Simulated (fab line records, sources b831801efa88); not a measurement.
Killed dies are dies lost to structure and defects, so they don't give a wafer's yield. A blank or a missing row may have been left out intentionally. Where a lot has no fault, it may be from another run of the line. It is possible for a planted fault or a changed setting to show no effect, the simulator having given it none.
A struck lot beside a sound one -- flow sky130 -- 27 out of 708 route steps
Sound: wafers L269.2, L269.4, L269.5. Struck: wafer L278.5. (L278.1, L278.6 of the same lot were not struck and are left out.) The cause comes at the end.
Each step with rows lists, per side, the tool, then ch with its chambers, then its first start. Under that, the readings that differ: sound wafers -- struck wafers -- difference of the means -- sigmas: that difference in standard deviations of wafers without a fault.
alike: a reading whose means differ by less than 2 such deviations, as well as words and numbers matching on both sides. not compared: withheld readings; readings where some wafer has no value; bounds like >300 that might hide an equal value; numbers whose values overlap and for which the record gives no deviation.
The two part at a step that has a row with sigmas, a row that says differs or no value, or rows on one side only. Non-overlapping numbers with no deviation appear without sigmas and do not part them. Lack of a reading on every wafer of one side parts them only where that side has two or more wafers.

first, 2 steps without rows for these wafers: SKY_LDD_LDN_PEB_05; SKY_LDD_LDN_DEVELOP_06 (develop time 60 s).
SKY_LDD_LDN_OVL_MEAS_07:
  sound: overlay-01 at day 25 06:58; struck: overlay-01 at day 28 10:47
  alike: LDD_LDN_OVL
then, 4 steps without rows for these wafers: SKY_LDD_LDN_IMPLANT_08; SKY_LDD_LDN_IMPLANT_09; SKY_LDD_LDN_IMPLANT_10; SKY_LDD_LDN_IMPLANT_11.
SKY_LDD_LDN_STRIP_12: strips in O2/N2.
  sound on plasmaAsher-01 ch 0,1, day 25 07:36; struck on plasmaAsher-03 ch 0, day 28 11:25
  alike: drypumpMotorCurrentA, oesProductAu, stripTimeToEndpointS
  not compared: rfHoursCounterH
SKY_LDD_LDN_TW_MEAS_13:
  sound: filmMetro-04 at day 25 07:43; struck: filmMetro-03 at day 28 11:31
  alike: LDD_LDN_TW
then, 2 steps without rows for these wafers: SKY_LDD_LDN_CLEAN_14 (cleans in SC1/SC2, time 150 s); SKY_SPACER_CVD_00 (deposits Si3N4 from DCS/NH3, target thk 43.1 nm, time 740 s).
SKY_SPACER_THK_MEAS_01:
  sound: filmMetro-03 at day 25 09:56; struck: filmMetro-04 at day 28 13:08
  alike: SPACER_CVD_00_THK
SKY_SPACER_ETCHBACK_02: etches Si3N4 in CH3F/O2, stops on SiO2, time 46.7 s, target depth 45 nm.
  sound on rieDiel-03 ch 0,1,2, day 25 09:59; struck on rieDiel-03 ch 0, day 28 13:12
reading,sound,struck,difference,sigmas
oesProductAu (a.u.),0.840 0.851 0.849,0.870,+0.023,+4
model.SiO2_of_SONOS_ONO_CVD_04.thkNm (nm),4.254 4.119 4.127,2.192,-1.975,
  alike: drypumpMotorCurrentA, throttleValvePct
  not compared: rfHoursCounterH
then, 8 steps without rows for these wafers: SKY_POLY_CUT_DEHYDRATE_00 (time 60 s); SKY_POLY_CUT_HMDS_01 (prime time 60 s); SKY_POLY_CUT_COAT_02 (resist thk 60 nm); SKY_POLY_CUT_COAT_03 (resist thk 450 nm); SKY_POLY_CUT_SOFTBAKE_04 (time 90 s); SKY_POLY_CUT_EXPOSE_05 (exposes mask NPCM, target cd 270 nm); SKY_POLY_CUT_PEB_06; SKY_POLY_CUT_DEVELOP_07 (develop time 60 s).
SKY_POLY_CUT_CD_MEAS_08: the cd target is 270 nm.
  sound: cdSem-01 at day 26 14:59; struck: cdSem-02 at day 29 17:59
  alike: cdNm
SKY_POLY_CUT_OVL_MEAS_09:
  sound: overlay-01 at day 26 15:05; struck: overlay-01 at day 29 18:06
  alike: POLY_CUT_OVL
SKY_POLY_CUT_ETCH_10: etches BARC in N2/H2, stops on SiO2, time 45.9 s, target depth 60 nm.
  sound on rieDiel-02 ch 2,3, day 26 15:07; struck on rieDiel-01 ch 2, day 29 18:08
reading,sound,struck,difference,sigmas
drypumpMotorCurrentA (A),5.7 5.7 5.0,6.7,+1.2,+2
throttleValvePct (%),13.226 13.225 13.216,13.245,+0.023,+3
  alike: oesProductAu
  not compared: rfHoursCounterH
SKY_POLY_CUT_ETCH_11: etches Si3N4 in CF4/CH2F2/Ar, stops on poly-Si, time 42.5 s, target depth 60 nm.
  sound on rieDiel-02 ch 2,3, day 26 15:10; struck on rieDiel-01 ch 2, day 29 18:11
reading,sound,struck,difference,sigmas
drypumpMotorCurrentA (A),5.7 5.7 5.0,6.7,+1.2,+2
oesProductAu (a.u.),0.834 0.828 0.831,0.786,-0.045,-7
model.POLY_CUT.featureDepthNm (nm),62.28 61.89 61.84,56.28,-5.72,
model.etch.depthNm (nm),62.28 61.89 61.84,56.28,-5.72,
  alike: throttleValvePct
  not compared: rfHoursCounterH
SKY_POLY_CUT_STRIP_12: strips in O2/N2.
  sound on plasmaAsher-03 ch 0,1, day 26 15:12; struck on plasmaAsher-02 ch 1, day 29 18:13
reading,sound,struck,difference,sigmas
oesProductAu (a.u.),0.444 0.443 0.449,0.456,+0.011,+2
  alike: drypumpMotorCurrentA, stripTimeToEndpointS
  not compared: rfHoursCounterH
-- record jumps: 20 days separate the struck wafers' starts on either side; left off in module POLY_CUT, taken up again in module PAD_OPEN, whose first shown step is the route's number 708 --
SKY_PAD_OPEN_PROBE_99:
  sound: prober-01 at day 47 11:53; struck: prober-02 at day 49 15:14
reading,sound,struck,difference,sigmas
killedAtContacts,15 25 19,32,+12,+2
model.etest.pfet_01v8.rOnOhmUm,2786 2806 2762,2522,-263,
model.etest.resPdiff.lineOhmUm,1383 1377 1379,1204,-176,
model.etest.resNdiff.lineOhmUm,772.4 755.6 780,726.9,-42.4,
model.etest.nfetG5v0d10v5.rOnOhmUm,1862 1862 1876,1833,-34,
model.etest.sonosUncharged.rOnOhmUm,808.4 809.2 800.5,769.6,-36.4,
model.etest.pfet_01v8.driveUaUm,202.5 200.9 204.1,227.5,+25.0,
model.etest.resPdiff.rsOhmSq,197.5 197 195.1,173.3,-23.2,
model.etest.sramPfetLatch.driveUaUm,143.7 149.7 144.6,170.7,+24.7,
  alike: killed_at_M0_to_M3, killed_at_M4_up, killedAtFrontEnd, killedAtOther, killedDies, killedOpen, killedShort

WHERE THEY PART
At SKY_SPACER_ETCHBACK_02 first; at SKY_PAD_OPEN_PROBE_99 last (within this record only).

WHY: whatever the simulator had introduced
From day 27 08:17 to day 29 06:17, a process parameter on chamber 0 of rieDiel-03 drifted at SKY_SPACER_ETCHBACK_02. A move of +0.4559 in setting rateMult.
